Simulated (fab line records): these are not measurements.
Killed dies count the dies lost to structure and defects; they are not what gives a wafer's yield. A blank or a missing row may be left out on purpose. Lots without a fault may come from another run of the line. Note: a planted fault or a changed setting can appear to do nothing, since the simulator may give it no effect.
fab line records | flow gf180mcu
record lots=5 wafers=15 last-day=32
route steps=602 shown HV_LDD@204
lots with no fault: from the same line, run without faults
start-h: the number of hours between the record's first day and the start of the first shown wafer of the lot | wait-h: hours from the lot's prior step to this one | " unchanged from the row above | L1.1+2: a single row standing in for several wafers | - no value, or no start was given | * or withheld: withheld | < > ~ a bound
route shown NAME@n: NAME is a module with steps in the file, n the number in the route of the first one | usual: the fault-free wafers' mean and standard deviation | same: alike in all rows | chamber/n: place in a boat | sites: each site's reading | _std_site: standard deviation of those values | _edge_site: mean of outer sites minus mean of inner sites | radius-mm: for every site, how far away it sits from the centre of the wafer | mask NAME#n: copy n | behind: the most recent tool/chamber to have shaped the wafer | hold: what put the lot on hold/how long, in hours/how the hold closed | device: transistor that didn't switch, given as n, p or np | end of line: tests run on the same wafers once the route is complete | a step without rows: its recipe alone | killed: dies that structure and defects cost at the first sort, which is not the same as the wafer's yield | map: a wafer's dies, marking killed ones x, the rest . and places with no die _
set.NAME: the run value of the setting; set.NAME@STEP: its run value at that earlier step | model.NAME: the simulator's own value behind a step, which no gauge read
a table for each step, a row for each wafer; lots at some steps of the route
services: when a tool's chamber went out of use (start-h, in hours from the record's first day, below 0 if earlier), for how many hours, and the reason
## steps
# step GF_HV_LDD_EXPOSE_28
# recipe mask-id=Nplus_HV_AREA target-cd-nm=400 na=0.6 source-shape=conventional sigma-outer=0.6 dose-mj=140
# usual focus-offset-nm=0.0/0.55
# columns lot.wafer tool chamber start-h wait-h mask focus-offset-nm
L078.1 iline-stepper-01 0 - - Nplus_HV_AREA#0 -0.2
L078.2 " 0 " " Nplus_HV_AREA#0 -0.7
L078.4 " 0 " " Nplus_HV_AREA#0 -0.6
L082.1 iline-stepper-02 0 - - Nplus_HV_AREA#0 0.4
L082.3 " 0 " " Nplus_HV_AREA#0 0.1
L082.5 " 0 " " Nplus_HV_AREA#0 0.4
L084.2 iline-stepper-01 0 - - Nplus_HV_AREA#0 0.7
L084.5 " 0 " " Nplus_HV_AREA#0 0.3
L084.6 " 0 " " Nplus_HV_AREA#0 -0.1
L088.2 iline-stepper-02 0 - - Nplus_HV_AREA#0 0.5
L088.3 " 0 " " Nplus_HV_AREA#0 -0.1
L088.4 " 0 " " Nplus_HV_AREA#0 0.0
L089.1 iline-stepper-01 0 - - Nplus_HV_AREA#0 0.2
L089.2 " 0 " " Nplus_HV_AREA#0 0.7
L089.6 " 0 " " Nplus_HV_AREA#0 0.0
# step GF_HV_LDD_PEB_29
# recipe temp-c=withheld time-s=* resist=NOVOLAK
# columns lot.wafer tool chamber start-h wait-h
L078.1+2+4 litho-track-01 0 - -
L082.1+3+5 litho-track-04 0 - -
L084.2+5+6 litho-track-02 0 - -
L088.2+3+4 litho-track-04 0 - -
L089.1+2+6 litho-track-04 0 - -
# step GF_HV_LDD_DEVELOP_30
# recipe develop-time-s=60 dev-temp-c=23
# columns lot.wafer tool chamber start-h wait-h
L078.1+2+4 litho-track-01 0 287.33 0.1
L082.1+3+5 litho-track-04 0 314.56 0.1
L084.2+5+6 litho-track-02 0 326.91 0.1
L088.2+3+4 litho-track-04 0 363.83 0.1
L089.1+2+6 litho-track-04 0 367.21 0.1
# step GF_HV_LDD_CD_MEAS_31
# recipe target-cd-nm=400
# usual cd-nm=399.1/2.1
# columns lot.wafer tool chamber start-h wait-h cd-nm
L078.1 cd-sem-01 - 287.48 0.1 399.0
L078.2 " - " " 400.0
L078.4 " - " " 397.0
L082.1 cd-sem-01 - 314.71 0.1 398.8
L082.3 " - " " 397.0
L082.5 " - " " 398.6
L084.2 cd-sem-01 - 327.06 0.1 401.7
L084.5 " - " " 401.0
L084.6 " - " " 402.5
L088.2 cd-sem-01 - 363.98 0.1 400.7
L088.3 " - " " 399.5
L088.4 " - " " 399.3
L089.1 cd-sem-02 - 367.36 0.1 401.6
L089.2 " - " " 402.5
L089.6 " - " " 400.4
# step GF_HV_LDD_OVL_MEAS_32
# usual HV_LDD_02_OVL=0.0/1.2
# columns lot.wafer tool chamber start-h wait-h HV_LDD_02_OVL[nm]
L078.1 overlay-01 - 287.60 0.1 -0.7
L078.2 " - " " -0.1
L078.4 " - " " -2.0
L082.1 overlay-02 - 314.83 0.1 -2.4
L082.3 " - " " -2.0
L082.5 " - " " -1.5
L084.2 overlay-02 - 327.16 0.1 0.2
L084.5 " - " " 0.2
L084.6 " - " " 0.2
L088.2 overlay-01 - 364.08 0.1 1.1
L088.3 " - " " 0.1
L088.4 " - " " 1.4
L089.1 overlay-01 - 367.48 0.1 0.3
L089.2 " - " " 1.9
L089.6 " - " " -0.2
# step GF_HV_LDD_IMPLANT_33
# recipe species=P energy-kev=60 dose-cm2=7.5e+12 tilt-deg=30 rotation-deg=0
# usual rotation-deg=-0.001/0.017
# columns lot.wafer tool chamber start-h wait-h rotation-deg
L078.1 implanter-02 0 287.64 0.0 -0.010
L078.2 " 0 " " -0.008
L078.4 " 0 " " -0.005
L082.1 implanter-01 0 314.87 0.0 -0.047
L082.3 " 0 " " -0.024
L082.5 " 0 " " -0.011
L084.2 implanter-02 0 327.22 0.0 -0.020
L084.5 " 0 " " 0.014
L084.6 " 0 " " 0.010
L088.2 implanter-01 0 364.14 0.0 0.019
L088.3 " 0 " " -0.002
L088.4 " 0 " " -0.007
L089.1 implanter-02 0 367.52 0.0 0.033
L089.2 " 0 " " 0.003
L089.6 " 0 " " -0.008
# step GF_HV_LDD_IMPLANT_34
# recipe species=P energy-kev=60 dose-cm2=7.5e+12 tilt-deg=30 rotation-deg=90
# usual rotation-deg=90.004/0.024
# columns lot.wafer tool chamber start-h wait-h rotation-deg
L078.1 implanter-02 0 287.79 0.1 90.017
L078.2 " 0 " " 90.037
L078.4 " 0 " " 90.012
L082.1 implanter-01 0 315.02 0.1 90.042
L082.3 " 0 " " 90.029
L082.5 " 0 " " 90.027
L084.2 implanter-02 0 327.37 0.1 89.998
L084.5 " 0 " " 89.994
L084.6 " 0 " " 89.966
L088.2 implanter-01 0 364.29 0.1 89.956
L088.3 " 0 " " 90.025
L088.4 " 0 " " 90.045
L089.1 implanter-02 0 367.67 0.1 89.984
L089.2 " 0 " " 90.014
L089.6 " 0 " " 90.003
# step GF_HV_LDD_IMPLANT_35
# recipe species=P energy-kev=60 dose-cm2=7.5e+12 tilt-deg=30 rotation-deg=180
# usual rotation-deg=180.00/0.035
# columns lot.wafer tool chamber start-h wait-h rotation-deg
L078.1 implanter-02 0 287.94 0.1 180.02
L078.2 " 0 " " 180.04
L078.4 " 0 " " 180.08
L082.1 implanter-01 0 315.17 0.1 180.00
L082.3 " 0 " " 180.01
L082.5 " 0 " " 179.99
L084.2 implanter-02 0 327.52 0.1 179.99
L084.5 " 0 " " 179.95
L084.6 " 0 " " 179.97
L088.2 implanter-01 0 364.44 0.1 179.96
L088.3 " 0 " " 180.03
L088.4 " 0 " " 179.98
L089.1 implanter-02 0 367.82 0.1 180.01
L089.2 " 0 " " 180.03
L089.6 " 0 " " 180.00
# step GF_HV_LDD_IMPLANT_36
# recipe species=P energy-kev=60 dose-cm2=7.5e+12 tilt-deg=30 rotation-deg=270
# usual rotation-deg=270.01/0.047
# columns lot.wafer tool chamber start-h wait-h rotation-deg
L078.1 implanter-02 0 288.09 0.1 270.02
L078.2 " 0 " " 270.01
L078.4 " 0 " " 270.01
L082.1 implanter-01 0 315.32 0.1 270.02
L082.3 " 0 " " 269.99
L082.5 " 0 " " 270.06
L084.2 implanter-02 0 327.67 0.1 269.93
L084.5 " 0 " " 270.00
L084.6 " 0 " " 269.96
L088.2 implanter-01 0 364.59 0.1 270.02
L088.3 " 0 " " 270.07
L088.4 " 0 " " 270.03
L089.1 implanter-02 0 367.97 0.1 270.04
L089.2 " 0 " " 270.05
L089.6 " 0 " " 270.05
# step GF_HV_LDD_STRIP_37
# recipe chemistry=O2/N2 power-w=1400 pressure-mtorr=1500 platen-temp-c=250 o2-flow-sccm=3000 n2-flow-sccm=300 overash-fraction=0.5
# usual drypump-motor-current-A=5.8/0.39 heater-power-w=345/37 n2-flow-sccm=300.0/0.99 oes-product-au=0.716/0.0047 strip-time-to-endpoint-s=12.65/0.031
# columns lot.wafer tool chamber start-h wait-h drypump-motor-current-A heater-power-w n2-flow-sccm oes-product-au rf-hours-counter-h strip-time-to-endpoint-s
L078.1 plasma-asher-02 0 288.24 0.1 6.0 373 300.5 0.712 51 12.66
L078.2 " 1 " " 5.2 358 299.5 0.717 51 12.60
L078.4 " 1 " " 5.2 365 300.2 0.721 - 12.66
L082.1 plasma-asher-01 0 315.47 0.1 5.8 338 300.4 0.708 65 12.63
L082.3 " 0 " " 5.8 332 301.3 0.715 - 12.67
L082.5 " 0 " " 5.8 332 301.6 0.709 - 12.61
L084.2 plasma-asher-02 0 327.79 0.1 6.0 355 299.3 0.716 55 12.64
L084.5 " 1 " " 5.2 364 300.4 0.722 - 12.63
L084.6 " 0 " " 6.0 368 299.3 0.713 - 12.65
L088.2 plasma-asher-01 1 364.71 0.1 6.4 286 299.9 0.717 70 12.65
L088.3 " 1 " " 6.4 287 299.9 0.707 - 12.67
L088.4 " 0 " " 5.8 331 300.3 0.719 - 12.67
L089.1 plasma-asher-02 0 368.12 0.1 6.0 362 301.0 0.714 59 12.65
L089.2 " 1 " " 5.2 349 300.2 0.716 59 12.64
L089.6 " 0 " " 6.0 362 302.0 0.723 - 12.63
# step GF_HV_LDD_TW_MEAS_38
# usual HV_LDD_3_TW=1425/8.4
# columns lot.wafer tool chamber start-h wait-h HV_LDD_3_TW
L078.1 film-metro-04 - 288.34 0.1 1421
L078.2 " - " " 1419
L078.4 " - " " 1418
L082.1 film-metro-02 - 315.57 0.1 1432
L082.3 " - " " 1431
L082.5 " - " " 1425
L084.2 film-metro-03 - 327.90 0.1 1417
L084.5 " - " " 1416
L084.6 " - " " 1413
L088.2 film-metro-03 - 364.82 0.1 1413
L088.3 " - " " 1422
L088.4 " - " " 1420
L089.1 film-metro-04 - 368.22 0.1 1406
L089.2 " - " " 1416
L089.6 " - " " 1418
# step GF_HV_LDD_DEHYDRATE_39
# recipe temp-c=200 time-s=60
# usual heater-power-total-W=160.38/0.13
# columns lot.wafer tool chamber start-h wait-h heater-power-total-W
L078.1 litho-track-02 0 298.04 9.7 160.42
L078.2 " 0 " " 160.39
L078.4 " 0 " " 160.42
L082.1 litho-track-02 0 325.24 9.7 160.49
L082.3 " 0 " " 160.35
L082.5 " 0 " " 160.61
L084.2 litho-track-01 0 338.10 10.2 160.14
L084.5 " 0 " " 160.43
L084.6 " 0 " " 160.27
L088.2 litho-track-01 0 375.20 10.4 160.37
L088.3 " 0 " " 160.38
L088.4 " 0 " " 160.20
L089.1 litho-track-04 0 377.91 9.7 160.38
L089.2 " 0 " " 160.21
L089.6 " 0 " " 160.17
# step GF_HV_LDD_HMDS_40
# recipe prime-time-s=60 prime-temp-c=120
# columns lot.wafer tool chamber start-h wait-h
L078.1+2+4 litho-track-02 0 298.19 0.1
L082.1+3+5 litho-track-02 0 325.39 0.1
L084.2+5+6 litho-track-01 0 338.25 0.1
L088.2+3+4 litho-track-01 0 375.35 0.1
L089.1+2+6 litho-track-04 0 378.06 0.1
# step GF_HV_LDD_COAT_41
# recipe resist=NOVOLAK spin-rpm=3000 resist-thk-nm=1000
# columns lot.wafer tool chamber start-h wait-h
L078.1+2+4 litho-track-02 0 298.34 0.1
L082.1+3+5 litho-track-02 0 325.54 0.1
L084.2+5+6 litho-track-01 0 338.40 0.1
L088.2+3+4 litho-track-01 0 375.50 0.1
L089.1+2+6 litho-track-04 0 378.21 0.1
# step GF_HV_LDD_SOFTBAKE_42
# recipe temp-c=90 time-s=60 resist=NOVOLAK
# usual heater-power-total-W=56.60/0.047
# columns lot.wafer tool chamber start-h wait-h heater-power-total-W
L078.1 litho-track-02 0 298.49 0.1 56.63
L078.2 " 0 " " 56.61
L078.4 " 0 " " 56.61
L082.1 litho-track-02 0 325.69 0.1 56.62
L082.3 " 0 " " 56.58
L082.5 " 0 " " 56.57
L084.2 litho-track-01 0 338.55 0.1 56.54
L084.5 " 0 " " 56.59
L084.6 " 0 " " 56.51
L088.2 litho-track-01 0 375.65 0.1 56.60
L088.3 " 0 " " 56.63
L088.4 " 0 " " 56.59
L089.1 litho-track-04 0 378.36 0.1 56.62
L089.2 " 0 " " 56.63
L089.6 " 0 " " 56.47
## services
# columns tool chamber start-h hours kind
iline-stepper-01 - 258.18 1.7 pm
implanter-02 - 261.52 5.0 repair
iline-stepper-01 - 267.11 0.9 repair
iline-stepper-02 - 277.66 1.7 pm
implanter-01 - 299.29 0.6 repair
implanter-02 - 365.60 1.8 repair
## key
fault none
